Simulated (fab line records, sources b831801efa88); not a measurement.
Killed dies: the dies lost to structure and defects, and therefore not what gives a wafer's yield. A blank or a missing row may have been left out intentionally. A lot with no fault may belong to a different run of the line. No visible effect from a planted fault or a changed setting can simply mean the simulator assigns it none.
fab line records / flow sfqLine
record lots=6 wafers=18 lastDay=77
route steps=325 shown M0@39 I0@43
lots that met no fault: from a run of the same line without faults
startH: start of the lot's first displayed wafer, in hours after the record's first day / waitH: how many hours have passed since the lot's step before this one / " the same as in the row above / L1.1+2: a row that stands for several wafers / - value missing, or start not given / * or withheld: withheld / < > ~ a bound
route shown NAME@n: NAME is a module with steps in the file, n the number in the route of the first one / usual: average and standard deviation across the fault-free wafers / same: alike in all rows / chamber/n: place in a boat / sites: readings site by site / _std_site: their standard deviation / _edge_site: mean of outer sites minus mean of inner sites / radiusMm: how far each site lies from the wafer's centre / mask NAME#n: copy n / behind: tool/chamber where the wafer was last shaped / hold: cause of the lot's hold/its duration in hours/its outcome / device: whichever transistor did not switch (one of n, p or np) / end of line: the same wafers' tests at the end of the route / where a step has no rows: the recipe by itself / killed: count of dies lost to structure and defects at first sort (not the wafer's yield) / map: the dies of a wafer, with x for killed, . for not killed, _ for no die there
set.NAME: setting as actually run; set.NAME@STEP: the setting as run at that earlier step / model.NAME: the simulator's own value behind a step, which no gauge read
lots at selected steps of the route; one table per step, one row per wafer
services: when a tool's chamber went out of use (startH, in hours from the record's first day, below 0 if earlier), for how many hours, and the reason
## steps
# step SFQ_TRILAYER_M0_BARC_OPEN_METAL_ETCH_031
# recipe maskMaterial=PR chemistry=O2 targetDepthNm=125 target=BARC icpW=600 biasW=80 pressureMtorr=10 timeS=41.7
# usual chamberPressureMTorr=10.000/0.0097 drypumpMotorCurrentA=5.7/0.43 oesProductAu=0.685/0.0046
lot.wafer=L876.1 tool=rieMetal-02 chamber=1 startH=191.44 waitH=0.0 chamberPressureMTorr=9.993 drypumpMotorCurrentA=5.6 oesProductAu=0.691 rfHoursCounterH=12
lot.wafer=L876.4 tool=rieMetal-02 chamber=1 startH=191.44 waitH=0.0 chamberPressureMTorr=9.990 drypumpMotorCurrentA=5.6 oesProductAu=0.681 rfHoursCounterH=-
lot.wafer=L876.6 tool=rieMetal-02 chamber=1 startH=191.44 waitH=0.0 chamberPressureMTorr=9.993 drypumpMotorCurrentA=5.6 oesProductAu=0.681 rfHoursCounterH=-
lot.wafer=L878.1 tool=rieMetal-02 chamber=1 startH=215.44 waitH=0.0 chamberPressureMTorr=10.008 drypumpMotorCurrentA=5.6 oesProductAu=0.688 rfHoursCounterH=18
lot.wafer=L878.2 tool=rieMetal-02 chamber=0 startH=215.44 waitH=0.0 chamberPressureMTorr=9.988 drypumpMotorCurrentA=6.3 oesProductAu=0.683 rfHoursCounterH=2
lot.wafer=L878.6 tool=rieMetal-02 chamber=1 startH=215.44 waitH=0.0 chamberPressureMTorr=10.007 drypumpMotorCurrentA=5.6 oesProductAu=0.686 rfHoursCounterH=-
lot.wafer=L879.2 tool=rieMetal-01 chamber=0 startH=220.24 waitH=0.0 chamberPressureMTorr=9.989 drypumpMotorCurrentA=5.0 oesProductAu=0.683 rfHoursCounterH=33
lot.wafer=L879.4 tool=rieMetal-01 chamber=1 startH=220.24 waitH=0.0 chamberPressureMTorr=10.018 drypumpMotorCurrentA=5.8 oesProductAu=0.676 rfHoursCounterH=-
lot.wafer=L879.5 tool=rieMetal-01 chamber=0 startH=220.24 waitH=0.0 chamberPressureMTorr=9.986 drypumpMotorCurrentA=5.0 oesProductAu=0.686 rfHoursCounterH=-
lot.wafer=L887.1 tool=rieMetal-01 chamber=1 startH=272.49 waitH=0.0 chamberPressureMTorr=10.005 drypumpMotorCurrentA=5.9 oesProductAu=0.683 rfHoursCounterH=25
lot.wafer=L887.2 tool=rieMetal-01 chamber=0 startH=272.49 waitH=0.0 chamberPressureMTorr=10.003 drypumpMotorCurrentA=5.0 oesProductAu=0.680 rfHoursCounterH=43
lot.wafer=L887.4 tool=rieMetal-01 chamber=1 startH=272.49 waitH=0.0 chamberPressureMTorr=9.991 drypumpMotorCurrentA=5.8 oesProductAu=0.680 rfHoursCounterH=-
lot.wafer=L888.4 tool=rieMetal-01 chamber=0 startH=278.46 waitH=0.0 chamberPressureMTorr=9.970 drypumpMotorCurrentA=5.0 oesProductAu=0.687 rfHoursCounterH=-
lot.wafer=L888.5 tool=rieMetal-01 chamber=0 startH=278.46 waitH=0.0 chamberPressureMTorr=9.990 drypumpMotorCurrentA=5.0 oesProductAu=0.681 rfHoursCounterH=-
lot.wafer=L888.6 tool=rieMetal-01 chamber=1 startH=278.46 waitH=0.0 chamberPressureMTorr=9.992 drypumpMotorCurrentA=5.8 oesProductAu=0.687 rfHoursCounterH=-
lot.wafer=L892.1 tool=rieMetal-01 chamber=1 startH=304.84 waitH=0.0 chamberPressureMTorr=10.005 drypumpMotorCurrentA=5.8 oesProductAu=0.684 rfHoursCounterH=29
lot.wafer=L892.2 tool=rieMetal-01 chamber=0 startH=304.84 waitH=0.0 chamberPressureMTorr=10.003 drypumpMotorCurrentA=5.0 oesProductAu=0.682 rfHoursCounterH=47
lot.wafer=L892.3 tool=rieMetal-01 chamber=1 startH=304.84 waitH=0.0 chamberPressureMTorr=10.009 drypumpMotorCurrentA=5.8 oesProductAu=0.682 rfHoursCounterH=-
# step SFQ_TRILAYER_M0_ETCH_METAL_ETCH_024
# recipe target=Nb stopOn=SiO2 maskMaterial=PR chemistry=Cl2/Ar targetDepthNm=240 icpW=600 biasW=80 pressureMtorr=10 timeS=120
# step SFQ_TRILAYER_M0_STRIP_STRIP_025
# recipe gas=O2 powerW=200 platenTempC=40 overashFraction=0.65 chemistry=O2 pressureMtorr=50
# usual chamberPressureMTorr=50.00/0.045 drypumpMotorCurrentA=5.7/0.42 oesProductAu=1.002/0.012
lot.wafer=L876.1 tool=rieMetal-02 chamber=1 startH=191.81 waitH=0.2 chamberPressureMTorr=49.90 drypumpMotorCurrentA=5.6 oesProductAu=0.971 rfHoursCounterH=12
lot.wafer=L876.4 tool=rieMetal-02 chamber=1 startH=191.81 waitH=0.2 chamberPressureMTorr=50.05 drypumpMotorCurrentA=5.6 oesProductAu=0.978 rfHoursCounterH=-
lot.wafer=L876.6 tool=rieMetal-02 chamber=1 startH=191.81 waitH=0.2 chamberPressureMTorr=49.94 drypumpMotorCurrentA=5.6 oesProductAu=0.978 rfHoursCounterH=-
lot.wafer=L878.1 tool=rieMetal-02 chamber=1 startH=215.62 waitH=0.1 chamberPressureMTorr=50.00 drypumpMotorCurrentA=5.6 oesProductAu=0.987 rfHoursCounterH=18
lot.wafer=L878.2 tool=rieMetal-02 chamber=0 startH=215.62 waitH=0.1 chamberPressureMTorr=50.00 drypumpMotorCurrentA=6.3 oesProductAu=0.994 rfHoursCounterH=2
lot.wafer=L878.6 tool=rieMetal-02 chamber=1 startH=215.62 waitH=0.1 chamberPressureMTorr=49.96 drypumpMotorCurrentA=5.6 oesProductAu=0.982 rfHoursCounterH=-
lot.wafer=L879.2 tool=rieMetal-01 chamber=0 startH=220.42 waitH=0.1 chamberPressureMTorr=49.95 drypumpMotorCurrentA=5.0 oesProductAu=1.002 rfHoursCounterH=34
lot.wafer=L879.4 tool=rieMetal-01 chamber=1 startH=220.42 waitH=0.1 chamberPressureMTorr=50.00 drypumpMotorCurrentA=5.8 oesProductAu=1.002 rfHoursCounterH=-
lot.wafer=L879.5 tool=rieMetal-01 chamber=0 startH=220.42 waitH=0.1 chamberPressureMTorr=50.07 drypumpMotorCurrentA=5.0 oesProductAu=1.008 rfHoursCounterH=-
lot.wafer=L887.1 tool=rieMetal-01 chamber=1 startH=272.67 waitH=0.1 chamberPressureMTorr=50.00 drypumpMotorCurrentA=5.8 oesProductAu=0.992 rfHoursCounterH=25
lot.wafer=L887.2 tool=rieMetal-01 chamber=0 startH=272.67 waitH=0.1 chamberPressureMTorr=49.92 drypumpMotorCurrentA=5.0 oesProductAu=1.003 rfHoursCounterH=43
lot.wafer=L887.4 tool=rieMetal-01 chamber=1 startH=272.67 waitH=0.1 chamberPressureMTorr=49.91 drypumpMotorCurrentA=5.8 oesProductAu=0.999 rfHoursCounterH=-
lot.wafer=L888.4 tool=rieMetal-01 chamber=0 startH=278.83 waitH=0.2 chamberPressureMTorr=50.02 drypumpMotorCurrentA=5.0 oesProductAu=1.016 rfHoursCounterH=-
lot.wafer=L888.5 tool=rieMetal-01 chamber=0 startH=278.83 waitH=0.2 chamberPressureMTorr=50.07 drypumpMotorCurrentA=5.0 oesProductAu=1.013 rfHoursCounterH=-
lot.wafer=L888.6 tool=rieMetal-01 chamber=1 startH=278.83 waitH=0.2 chamberPressureMTorr=49.98 drypumpMotorCurrentA=5.9 oesProductAu=0.985 rfHoursCounterH=-
lot.wafer=L892.1 tool=rieMetal-01 chamber=1 startH=305.03 waitH=0.1 chamberPressureMTorr=49.96 drypumpMotorCurrentA=5.8 oesProductAu=1.000 rfHoursCounterH=30
lot.wafer=L892.2 tool=rieMetal-01 chamber=0 startH=305.03 waitH=0.1 chamberPressureMTorr=49.98 drypumpMotorCurrentA=5.0 oesProductAu=1.010 rfHoursCounterH=47
lot.wafer=L892.3 tool=rieMetal-01 chamber=1 startH=305.03 waitH=0.1 chamberPressureMTorr=49.92 drypumpMotorCurrentA=5.8 oesProductAu=1.005 rfHoursCounterH=-
# step SFQ_TRILAYER_M0_STRIP_SOLV_CLEAN_026
# recipe chemistry=NMP tempC=70 timeS=600
# step SFQ_TRILAYER_I0_DEP_PECVD_027
# recipe material=SiO2 tempC=150 timeS=111.11 pressureTorr=2.4 rfW=183.3 precursor=SiH4/N2O targetThkNm=500
# usual heaterPowerOuterW=29/6 heaterPowerW=83/9.1 showerheadVppV=856/29 throttleValvePct=24.2/0.97
lot.wafer=L876.1 tool=pecvd-03 chamber=2 startH=193.18 waitH=0.0 heaterPowerOuterW=22 heaterPowerW=77 showerheadVppV=796 sinceWetCleanH=738 throttleValvePct=23.7
lot.wafer=L876.4 tool=pecvd-03 chamber=2 startH=193.18 waitH=0.0 heaterPowerOuterW=24 heaterPowerW=78 showerheadVppV=791 sinceWetCleanH=- throttleValvePct=23.9
lot.wafer=L876.6 tool=pecvd-03 chamber=0 startH=193.18 waitH=0.0 heaterPowerOuterW=38 heaterPowerW=95 showerheadVppV=874 sinceWetCleanH=- throttleValvePct=24.5
lot.wafer=L878.1 tool=pecvd-01 chamber=1 startH=216.43 waitH=0.0 heaterPowerOuterW=33 heaterPowerW=93 showerheadVppV=840 sinceWetCleanH=378 throttleValvePct=25.2
lot.wafer=L878.2 tool=pecvd-01 chamber=2 startH=216.43 waitH=0.0 heaterPowerOuterW=34 heaterPowerW=88 showerheadVppV=849 sinceWetCleanH=378 throttleValvePct=23.7
lot.wafer=L878.6 tool=pecvd-01 chamber=1 startH=216.43 waitH=0.0 heaterPowerOuterW=21 heaterPowerW=78 showerheadVppV=850 sinceWetCleanH=- throttleValvePct=25.2
lot.wafer=L879.2 tool=pecvd-04 chamber=2 startH=221.23 waitH=0.0 heaterPowerOuterW=26 heaterPowerW=91 showerheadVppV=861 sinceWetCleanH=13 throttleValvePct=22.1
lot.wafer=L879.4 tool=pecvd-04 chamber=0 startH=221.23 waitH=0.0 heaterPowerOuterW=26 heaterPowerW=72 showerheadVppV=812 sinceWetCleanH=- throttleValvePct=22.5
lot.wafer=L879.5 tool=pecvd-04 chamber=2 startH=221.23 waitH=0.0 heaterPowerOuterW=27 heaterPowerW=91 showerheadVppV=869 sinceWetCleanH=- throttleValvePct=22.1
lot.wafer=L887.1 tool=pecvd-04 chamber=2 startH=273.45 waitH=0.0 heaterPowerOuterW=24 heaterPowerW=83 showerheadVppV=868 sinceWetCleanH=65 throttleValvePct=22.2
lot.wafer=L887.2 tool=pecvd-04 chamber=1 startH=273.45 waitH=0.0 heaterPowerOuterW=23 heaterPowerW=67 showerheadVppV=891 sinceWetCleanH=65 throttleValvePct=23.8
lot.wafer=L887.4 tool=pecvd-04 chamber=0 startH=273.45 waitH=0.0 heaterPowerOuterW=22 heaterPowerW=65 showerheadVppV=816 sinceWetCleanH=- throttleValvePct=22.5
lot.wafer=L888.4 tool=pecvd-01 chamber=2 startH=279.44 waitH=0.0 heaterPowerOuterW=31 heaterPowerW=84 showerheadVppV=855 sinceWetCleanH=- throttleValvePct=23.8
lot.wafer=L888.5 tool=pecvd-01 chamber=1 startH=279.44 waitH=0.0 heaterPowerOuterW=25 heaterPowerW=85 showerheadVppV=840 sinceWetCleanH=- throttleValvePct=25.2
lot.wafer=L888.6 tool=pecvd-01 chamber=0 startH=279.44 waitH=0.0 heaterPowerOuterW=29 heaterPowerW=81 showerheadVppV=881 sinceWetCleanH=- throttleValvePct=25.4
lot.wafer=L892.1 tool=pecvd-01 chamber=0 startH=305.80 waitH=0.0 heaterPowerOuterW=25 heaterPowerW=74 showerheadVppV=887 sinceWetCleanH=467 throttleValvePct=25.6
lot.wafer=L892.2 tool=pecvd-01 chamber=1 startH=305.80 waitH=0.0 heaterPowerOuterW=29 heaterPowerW=90 showerheadVppV=839 sinceWetCleanH=467 throttleValvePct=25.5
lot.wafer=L892.3 tool=pecvd-01 chamber=2 startH=305.80 waitH=0.0 heaterPowerOuterW=35 heaterPowerW=91 showerheadVppV=854 sinceWetCleanH=467 throttleValvePct=23.6
# step SFQ_TRILAYER_I0_CMP_CMP_028
# recipe material=SiO2 downForcePsi=3 platenRpm=60 padVelocityMS=0.94248
# usual motorCurrentA=9.8/0.74 slurryFilterDpKPa=13.49/0.13 slurryFlowMlMin=150.0/0.45 timeToEndpointS=216/8.2
lot.wafer=L876.1 tool=cmp-02 chamber=1 startH=194.24 waitH=1.0 motorCurrentA=8.4 slurryFilterDpKPa=13.42 slurryFlowMlMin=150.0 timeToEndpointS=203
lot.wafer=L876.4 tool=cmp-02 chamber=0 startH=195.74 waitH=2.5 motorCurrentA=9.9 slurryFilterDpKPa=13.40 slurryFlowMlMin=149.3 timeToEndpointS=227
lot.wafer=L876.6 tool=cmp-02 chamber=1 startH=195.74 waitH=2.5 motorCurrentA=8.8 slurryFilterDpKPa=13.60 slurryFlowMlMin=149.9 timeToEndpointS=214
lot.wafer=L878.2 tool=cmp-02 chamber=3 startH=216.51 waitH=0.0 motorCurrentA=11.3 slurryFilterDpKPa=13.56 slurryFlowMlMin=150.4 timeToEndpointS=224
lot.wafer=L878.1 tool=cmp-02 chamber=1 startH=217.51 waitH=1.0 motorCurrentA=8.7 slurryFilterDpKPa=13.56 slurryFlowMlMin=149.7 timeToEndpointS=212
lot.wafer=L878.6 tool=cmp-02 chamber=0 startH=219.01 waitH=2.5 motorCurrentA=9.5 slurryFilterDpKPa=13.49 slurryFlowMlMin=149.9 timeToEndpointS=224
lot.wafer=L879.4 tool=cmp-01 chamber=2 startH=221.31 waitH=0.0 motorCurrentA=9.9 slurryFilterDpKPa=13.52 slurryFlowMlMin=149.2 timeToEndpointS=218
lot.wafer=L879.2 tool=cmp-01 chamber=1 startH=222.81 waitH=1.5 motorCurrentA=9.4 slurryFilterDpKPa=13.52 slurryFlowMlMin=149.8 timeToEndpointS=200
lot.wafer=L879.5 tool=cmp-01 chamber=2 startH=222.81 waitH=1.5 motorCurrentA=9.9 slurryFilterDpKPa=13.43 slurryFlowMlMin=149.5 timeToEndpointS=229
lot.wafer=L887.2 tool=cmp-01 chamber=3 startH=279.13 waitH=5.6 motorCurrentA=9.2 slurryFilterDpKPa=13.43 slurryFlowMlMin=150.5 timeToEndpointS=209
lot.wafer=L887.1 tool=cmp-01 chamber=0 startH=279.13 waitH=5.6 motorCurrentA=9.5 slurryFilterDpKPa=13.49 slurryFlowMlMin=150.0 timeToEndpointS=210
lot.wafer=L887.4 tool=cmp-01 chamber=1 startH=279.13 waitH=5.6 motorCurrentA=9.4 slurryFilterDpKPa=13.53 slurryFlowMlMin=150.4 timeToEndpointS=203
lot.wafer=L888.4 tool=cmp-01 chamber=1 startH=285.13 waitH=5.7 motorCurrentA=9.5 slurryFilterDpKPa=13.48 slurryFlowMlMin=150.6 timeToEndpointS=218
lot.wafer=L888.5 tool=cmp-01 chamber=0 startH=286.63 waitH=7.2 motorCurrentA=9.5 slurryFilterDpKPa=13.49 slurryFlowMlMin=149.9 timeToEndpointS=228
lot.wafer=L888.6 tool=cmp-01 chamber=1 startH=286.63 waitH=7.2 motorCurrentA=9.5 slurryFilterDpKPa=13.47 slurryFlowMlMin=150.8 timeToEndpointS=203
lot.wafer=L892.1 tool=cmp-01 chamber=2 startH=311.63 waitH=5.8 motorCurrentA=9.8 slurryFilterDpKPa=13.72 slurryFlowMlMin=149.2 timeToEndpointS=220
lot.wafer=L892.3 tool=cmp-01 chamber=3 startH=311.63 waitH=5.8 motorCurrentA=9.3 slurryFilterDpKPa=13.41 slurryFlowMlMin=150.2 timeToEndpointS=213
lot.wafer=L892.2 tool=cmp-01 chamber=0 startH=311.63 waitH=5.8 motorCurrentA=9.6 slurryFilterDpKPa=13.55 slurryFlowMlMin=149.5 timeToEndpointS=219
# step SFQ_I0_BOW_MEAS_907
# recipe mode=bow
# usual I0_BOW=0/7.3
lot.wafer=L876.1 tool=filmMetro-01 chamber=- startH=197.24 waitH=2.5 I0_BOW[um]=7
lot.wafer=L876.4 tool=filmMetro-01 chamber=- startH=197.24 waitH=2.5 I0_BOW[um]=7
lot.wafer=L876.6 tool=filmMetro-01 chamber=- startH=197.24 waitH=2.5 I0_BOW[um]=0
lot.wafer=L878.1 tool=filmMetro-04 chamber=- startH=219.51 waitH=1.5 I0_BOW[um]=2
lot.wafer=L878.2 tool=filmMetro-04 chamber=- startH=219.51 waitH=1.5 I0_BOW[um]=7
lot.wafer=L878.6 tool=filmMetro-04 chamber=- startH=219.51 waitH=1.5 I0_BOW[um]=5
lot.wafer=L879.2 tool=filmMetro-02 chamber=- startH=224.33 waitH=1.0 I0_BOW[um]=4
lot.wafer=L879.4 tool=filmMetro-02 chamber=- startH=224.33 waitH=1.0 I0_BOW[um]=3
lot.wafer=L879.5 tool=filmMetro-02 chamber=- startH=224.33 waitH=1.0 I0_BOW[um]=4
lot.wafer=L887.1 tool=filmMetro-02 chamber=- startH=281.63 waitH=1.5 I0_BOW[um]=4
lot.wafer=L887.2 tool=filmMetro-02 chamber=- startH=281.63 waitH=1.5 I0_BOW[um]=-9
lot.wafer=L887.4 tool=filmMetro-02 chamber=- startH=281.63 waitH=1.5 I0_BOW[um]=-5
lot.wafer=L888.4 tool=filmMetro-01 chamber=- startH=287.69 waitH=2.1 I0_BOW[um]=-11
lot.wafer=L888.5 tool=filmMetro-01 chamber=- startH=287.69 waitH=2.1 I0_BOW[um]=-14
lot.wafer=L888.6 tool=filmMetro-01 chamber=- startH=287.69 waitH=2.1 I0_BOW[um]=-4
lot.wafer=L892.1 tool=filmMetro-01 chamber=- startH=314.63 waitH=2.5 I0_BOW[um]=4
lot.wafer=L892.2 tool=filmMetro-01 chamber=- startH=314.63 waitH=2.5 I0_BOW[um]=-14
lot.wafer=L892.3 tool=filmMetro-01 chamber=- startH=314.63 waitH=2.5 I0_BOW[um]=8
# step SFQ_TRILAYER_I0_METRO_MEASURE_029
# usual thkNm=200.2/1.4
lot.wafer=L876.1 tool=filmMetro-01 chamber=- startH=197.36 waitH=0.1 thkNm=200.1
lot.wafer=L876.4 tool=filmMetro-01 chamber=- startH=197.36 waitH=0.1 thkNm=201.3
lot.wafer=L876.6 tool=filmMetro-01 chamber=- startH=197.36 waitH=0.1 thkNm=200.8
lot.wafer=L878.1 tool=filmMetro-04 chamber=- startH=219.63 waitH=0.1 thkNm=199.6
lot.wafer=L878.2 tool=filmMetro-04 chamber=- startH=219.63 waitH=0.1 thkNm=201.2
lot.wafer=L878.6 tool=filmMetro-04 chamber=- startH=219.63 waitH=0.1 thkNm=201.7
lot.wafer=L879.2 tool=filmMetro-02 chamber=- startH=224.63 waitH=0.3 thkNm=198.4
lot.wafer=L879.4 tool=filmMetro-02 chamber=- startH=224.63 waitH=0.3 thkNm=200.8
lot.wafer=L879.5 tool=filmMetro-02 chamber=- startH=224.63 waitH=0.3 thkNm=201.0
lot.wafer=L887.1 tool=filmMetro-02 chamber=- startH=281.75 waitH=0.1 thkNm=202.3
lot.wafer=L887.2 tool=filmMetro-02 chamber=- startH=281.75 waitH=0.1 thkNm=199.5
lot.wafer=L887.4 tool=filmMetro-02 chamber=- startH=281.75 waitH=0.1 thkNm=197.8
lot.wafer=L888.4 tool=filmMetro-01 chamber=- startH=288.35 waitH=0.6 thkNm=199.0
lot.wafer=L888.5 tool=filmMetro-01 chamber=- startH=288.35 waitH=0.6 thkNm=201.3
lot.wafer=L888.6 tool=filmMetro-01 chamber=- startH=288.35 waitH=0.6 thkNm=197.7
lot.wafer=L892.1 tool=filmMetro-01 chamber=- startH=314.75 waitH=0.1 thkNm=202.3
lot.wafer=L892.2 tool=filmMetro-01 chamber=- startH=314.75 waitH=0.1 thkNm=200.7
lot.wafer=L892.3 tool=filmMetro-01 chamber=- startH=314.75 waitH=0.1 thkNm=200.5
# step SFQ_TRILAYER_I0_VIA_LITHO_COAT_036
# recipe resist=BARC spinRpm=3000 resistThkNm=62
# step SFQ_TRILAYER_I0_VIA_LITHO_COAT_031
# recipe resist=KrF spinRpm=3000 resistThkNm=650
# step SFQ_TRILAYER_I0_VIA_LITHO_SOFTBAKE_035
# recipe tempC=withheld timeS=withheld resist=KrF
# step SFQ_TRILAYER_I0_VIA_LITHO_EXPOSE_032
# recipe maskId=I0 na=0.6 sourceShape=conventional sigmaOuter=0.65 targetCdNm=500 doseMj=21.3
# step SFQ_TRILAYER_I0_VIA_LITHO_PEB_034
# recipe pebTempC=115 pebTimeS=60 resist=KrF
# usual chillPlateTempC=22.99/0.1 exhaustPa=45.0/1
lot.wafer=L876.1 tool=lithoTrack-04 chamber=0 startH=257.85 waitH=1.0 chillPlateTempC=22.92 exhaustPa=44.3
lot.wafer=L876.4 tool=lithoTrack-04 chamber=0 startH=257.85 waitH=1.0 chillPlateTempC=22.81 exhaustPa=44.4
lot.wafer=L876.6 tool=lithoTrack-04 chamber=0 startH=257.85 waitH=1.0 chillPlateTempC=22.85 exhaustPa=43.2
lot.wafer=L878.1 tool=lithoTrack-02 chamber=- startH=284.11 waitH=1.0 chillPlateTempC=- exhaustPa=-
lot.wafer=L878.2 tool=lithoTrack-02 chamber=- startH=284.11 waitH=1.0 chillPlateTempC=- exhaustPa=-
lot.wafer=L878.6 tool=lithoTrack-02 chamber=- startH=284.11 waitH=1.0 chillPlateTempC=- exhaustPa=-
lot.wafer=L879.2 tool=lithoTrack-04 chamber=- startH=290.13 waitH=0.8 chillPlateTempC=- exhaustPa=-
lot.wafer=L879.4 tool=lithoTrack-04 chamber=- startH=290.13 waitH=0.8 chillPlateTempC=- exhaustPa=-
lot.wafer=L879.5 tool=lithoTrack-04 chamber=- startH=290.13 waitH=0.8 chillPlateTempC=- exhaustPa=-
lot.wafer=L887.1 tool=lithoTrack-02 chamber=0 startH=346.51 waitH=1.0 chillPlateTempC=23.01 exhaustPa=43.5
lot.wafer=L887.2 tool=lithoTrack-02 chamber=0 startH=346.51 waitH=1.0 chillPlateTempC=23.05 exhaustPa=44.0
lot.wafer=L887.4 tool=lithoTrack-02 chamber=0 startH=346.51 waitH=1.0 chillPlateTempC=22.98 exhaustPa=45.3
lot.wafer=L888.4 tool=lithoTrack-01 chamber=0 startH=351.38 waitH=0.5 chillPlateTempC=23.00 exhaustPa=45.8
lot.wafer=L888.5 tool=lithoTrack-01 chamber=0 startH=351.38 waitH=0.5 chillPlateTempC=22.92 exhaustPa=46.5
lot.wafer=L888.6 tool=lithoTrack-01 chamber=0 startH=351.38 waitH=0.5 chillPlateTempC=22.87 exhaustPa=46.1
lot.wafer=L892.1 tool=lithoTrack-01 chamber=0 startH=378.91 waitH=1.0 chillPlateTempC=22.94 exhaustPa=46.1
lot.wafer=L892.2 tool=lithoTrack-01 chamber=0 startH=378.91 waitH=1.0 chillPlateTempC=23.06 exhaustPa=46.0
lot.wafer=L892.3 tool=lithoTrack-01 chamber=0 startH=378.91 waitH=1.0 chillPlateTempC=22.95 exhaustPa=45.1
# step SFQ_TRILAYER_I0_VIA_LITHO_DEVELOP_033
# recipe timeS=60 resist=KrF
## services
tool=pecvd-01 chamber=- startH=173.21 hours=5.5 kind=pm
tool=filmMetro-02 chamber=- startH=186.51 hours=1.5 kind=pm
tool=filmMetro-04 chamber=- startH=191.62 hours=0.7 kind=repair
tool=pecvd-04 chamber=- startH=194.25 hours=14.0 kind=pm
tool=cmp-01 chamber=- startH=210.11 hours=1.1 kind=repair
tool=filmMetro-01 chamber=- startH=213.11 hours=0.3 kind=pm
tool=filmMetro-01 chamber=- startH=223.58 hours=1.2 kind=pm
tool=cmp-01 chamber=- startH=227.31 hours=6.3 kind=pm
tool=filmMetro-01 chamber=- startH=227.53 hours=5.6 kind=pm
tool=rieMetal-02 chamber=- startH=231.02 hours=1.4 kind=pm
tool=cmp-02 chamber=- startH=232.65 hours=4.0 kind=pm
tool=filmMetro-02 chamber=- startH=233.22 hours=1.7 kind=pm
tool=rieMetal-01 chamber=- startH=249.43 hours=1.4 kind=repair
tool=rieMetal-02 chamber=1 startH=271.23 hours=4.4 kind=repair
tool=cmp-02 chamber=- startH=278.34 hours=10.5 kind=pm
tool=pecvd-04 chamber=- startH=293.66 hours=14.6 kind=pm
tool=rieMetal-01 chamber=- startH=298.66 hours=1.4 kind=pm
tool=filmMetro-01 chamber=- startH=301.96 hours=1.3 kind=pm
tool=filmMetro-02 chamber=- startH=321.95 hours=1.0 kind=pm
tool=filmMetro-01 chamber=- startH=332.82 hours=0.3 kind=pm
tool=rieMetal-02 chamber=- startH=333.19 hours=28.1 kind=pm
tool=pecvd-01 chamber=1 startH=356.91 hours=9.4 kind=repair
tool=rieMetal-01 chamber=0 startH=368.78 hours=20.3 kind=repair
tool=rieMetal-01 chamber=- startH=374.90 hours=0.7 kind=repair
## key
firstSign step=SFQ_TRILAYER_I0_VIA_LITHO_PEB_034 reading=toolRecord direction=missing
effect none on later readings
metAt SFQ_TRILAYER_I0_VIA_LITHO_PEB_034
struckWafers L878.1,L878.2,L878.6,L879.2,L879.4,L879.5
onsetBetween 257.85 284.11
fault kind=skippedStepWhole tool=lithoTrack-02,lithoTrack-04 chamber=- onsetH=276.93 steps=SFQ_TRILAYER_I0_VIA_LITHO_PEB_034 scope=struckLotsOnly
